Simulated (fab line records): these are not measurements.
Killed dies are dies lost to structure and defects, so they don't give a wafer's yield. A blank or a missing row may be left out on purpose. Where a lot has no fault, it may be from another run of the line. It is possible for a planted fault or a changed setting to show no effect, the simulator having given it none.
The tool behind it: which one? ; flow gf180mcu ; 33 wafers from 11 lots sampled at 6 of the route's 602 steps

WHAT EACH GAUGE READ, for each wafer
GF_CONTACT_OVL_MEAS_15.
lot;measured;on;CONTACT_OVL (nm)
L715;day 15 19:35;overlay-01;7 14 -4
L716;day 16 10:55;overlay-02;-3 -3 3
L717;day 16 11:53;overlay-01;9 13 1
L720;day 17 11:21;overlay-01;5 -1 8
L721;day 17 17:50;overlay-01;-7 6 -8
L722;day 18 08:33;overlay-02;-7 2 -5
L724;day 19 09:56;overlay-01;5 6 -3
L728;day 20 20:29;overlay-02;9 9 2
L729;day 20 22:11;overlay-01;11 16 13
L731;day 21 20:53;overlay-02;-2 -14 -10
L737;day 23 11:53;overlay-01;-1 -3 -2

GF_V1_RS_MEAS_24: measures by four-point-probe.
lot;measured;on;V1_W_RS (ohm/sq)
L715;day 17 21:44;film metro-02;0.329 0.332 0.321
L716;day 18 13:31;film metro-02;0.324 0.330 0.318
L717;day 18 14:54;film metro-01;0.328 0.329 0.312
L720;day 19 15:32;film metro-02;0.322 0.329 0.320
L721;day 19 22:57;film metro-02;0.331 0.320 0.332
L722;day 20 13:57;film metro-03;0.330 0.317 0.331
L724;day 21 14:20;film metro-03;0.317 0.326 0.317
L728;day 23 00:40;film metro-02;0.329 0.332 0.321
L729;day 23 01:08;film metro-01;0.329 0.325 0.318
L731;day 23 22:13;film metro-01;0.320 0.331 0.327
L737;day 25 10:41;film metro-03;0.321 0.334 0.242 0.320 0.333 0.242

GF_V1_THK_MEAS_25: measures by xrf.
lot;measured;on;V1_W_THK (nm)
L715;day 17 21:52;film metro-02;337 334 344
L716;day 18 13:37;film metro-02;340 336 349
L717;day 18 15:01;film metro-01;346 345 363
L720;day 19 15:40;film metro-02;344 339 348
L721;day 19 23:02;film metro-02;336 349 336
L722;day 20 14:04;film metro-03;346 361 345
L724;day 21 14:26;film metro-03;366 354 365
L728;day 23 00:46;film metro-02;338 336 346
L729;day 23 01:14;film metro-01;343 347 355
L731;day 23 22:20;film metro-01;355 345 346
L737;day 25 14:00;film metro-03;357 344 476 359 346 475

TOOL THAT RAN EACH LOT (tool first, then ch and the chambers of the sampled wafers, then the start)
lot;GF_M1_SPUTTER_01;GF_V1_ETCH_16;GF_V1_CVD_23
L715;pvd sputter-04, day 15 20:54;rie diel-03 ch 2,3, day 17 20:49;cvd w-02 ch 0,1, day 17 21:37
L716;pvd sputter-02, day 16 12:11;rie diel-02 ch 0,1,2, day 18 12:37;cvd w-01 ch 0,1, day 18 13:23
L717;pvd sputter-04, day 16 13:11;rie diel-04 ch 1,2,3, day 18 14:01;cvd w-01 ch 0,1, day 18 14:47
L720;pvd sputter-04, day 17 12:38;rie diel-04 ch 2,3, day 19 14:40;cvd w-01 ch 0,1, day 19 15:26
L721;pvd sputter-03, day 17 19:07;rie diel-02 ch 1,2, day 19 22:01;cvd w-01 ch 0,1, day 19 22:49
L722;pvd sputter-03, day 18 09:50;rie diel-03 ch 0,1,3, day 20 13:04;cvd w-01 ch 0,1, day 20 13:49
L724;pvd sputter-03, day 19 11:12;rie diel-03 ch 0,1,3, day 21 13:25;cvd w-01 ch 0,1, day 21 14:13
L728;pvd sputter-02, day 20 21:45;rie diel-02 ch 0,2,3, day 22 23:46;cvd w-01 ch 0,1, day 23 00:32
L729;pvd sputter-03, day 20 23:27;rie diel-03 ch 0,1,2, day 23 00:14;cvd w-01 ch 0,1, day 23 01:00
L731;pvd sputter-04, day 21 22:09;rie diel-02 ch 0,2,3, day 23 21:19;cvd w-01 ch 0,1, day 23 22:05
L737;pvd sputter-04, day 23 13:10;rie diel-02 ch 0,1, day 25 09:47;cvd w-01 ch 0,1, day 25 10:35
- GF_M1_SPUTTER_01: material TiN, target thk 30 nm, time 25 s.
- GF_V1_ETCH_16: etches BARC in N2/H2.
- GF_V1_CVD_23: deposits W, target thk 350 nm, time 105.05 s.

WHAT THE TOOLS THEMSELVES READ (means of the sampled wafers that have a number; where no wafer has one, the mark that the record gives instead)
GF_M1_SPUTTER_01.
lot;tool;throttle valve pct (%)
L715;pvd sputter-04;30.5
L716;pvd sputter-02;29.9
L717;pvd sputter-04;30.9
L720;pvd sputter-04;31.0
L721;pvd sputter-03;29.5
L722;pvd sputter-03;30.1
L724;pvd sputter-03;30.7
L728;pvd sputter-02;29.9
L729;pvd sputter-03;30.5
L731;pvd sputter-04;30.8
L737;pvd sputter-04;30.5

GF_V1_ETCH_16.
lot;tool;drypump motor current A (A);oes product au (a.u.);throttle valve pct (%)
L715;rie diel-03;5.6;0.853;13.221
L716;rie diel-02;5.3;0.852;13.224
L717;rie diel-04;5.7;0.853;13.224
L720;rie diel-04;6.0;0.856;13.225
L721;rie diel-02;5.2;0.853;13.218
L722;rie diel-03;5.3;0.854;13.219
L724;rie diel-03;5.3;0.856;13.217
L728;rie diel-02;5.5;0.855;13.224
L729;rie diel-03;5.4;0.852;13.225
L731;rie diel-02;5.5;0.849;13.219
L737;rie diel-02;5.4;0.858;13.235

GF_V1_CVD_23.
lot;tool;heater power w (W)
L715;cvd w-02;882
L716;cvd w-01;909
L717;cvd w-01;896
L720;cvd w-01;937
L721;cvd w-01;910
L722;cvd w-01;893
L724;cvd w-01;930
L728;cvd w-01;880
L729;cvd w-01;890
L731;cvd w-01;887
L737;cvd w-01;900

THE ANSWER, worked out from the rows above alone
Rule: the usual values come from the lots themselves. The widest of any qualifying gaps counts: lots, ordered by their means at a reading, are off when they make up no more than a third of the lots, leave a main group of 4 or more, and stand apart from it by 3 or more times the standard deviation of that group's means. If all means in a main group match to the digits the tables above print for the reading, that group is not used. A lot without any number at a reading at which 4 lots or more have one is off too. Any other lot the step has rows for is counted as sound. The gauges are gone through in route order, then the tools' own readings, and for those a lot's mean is taken as printed above. At the first step where some lot is off, the reading lying furthest off is the one used; lots without a number count as furthest.
Off: at GF_V1_RS_MEAS_24 (V1_W_RS), L737. The main group: mean 0.325 ohm/sq, standard deviation 0.0023.
A tool fits if, at a process step before that reading, it ran every lot that is off, and no sound lot after the first of them. Not tried: the gauges at GF_V1_RS_MEAS_24; whatever is off there is also off at GF_V1_ETCH_16, on other tools, and gauge error can't account for it. Can't be told from this: 3 tools fit, pvd sputter-04 at GF_M1_SPUTTER_01, rie diel-02 at GF_V1_ETCH_16, cvd w-01 at GF_V1_CVD_23.

WHAT THE SIMULATOR HAD PUT IN
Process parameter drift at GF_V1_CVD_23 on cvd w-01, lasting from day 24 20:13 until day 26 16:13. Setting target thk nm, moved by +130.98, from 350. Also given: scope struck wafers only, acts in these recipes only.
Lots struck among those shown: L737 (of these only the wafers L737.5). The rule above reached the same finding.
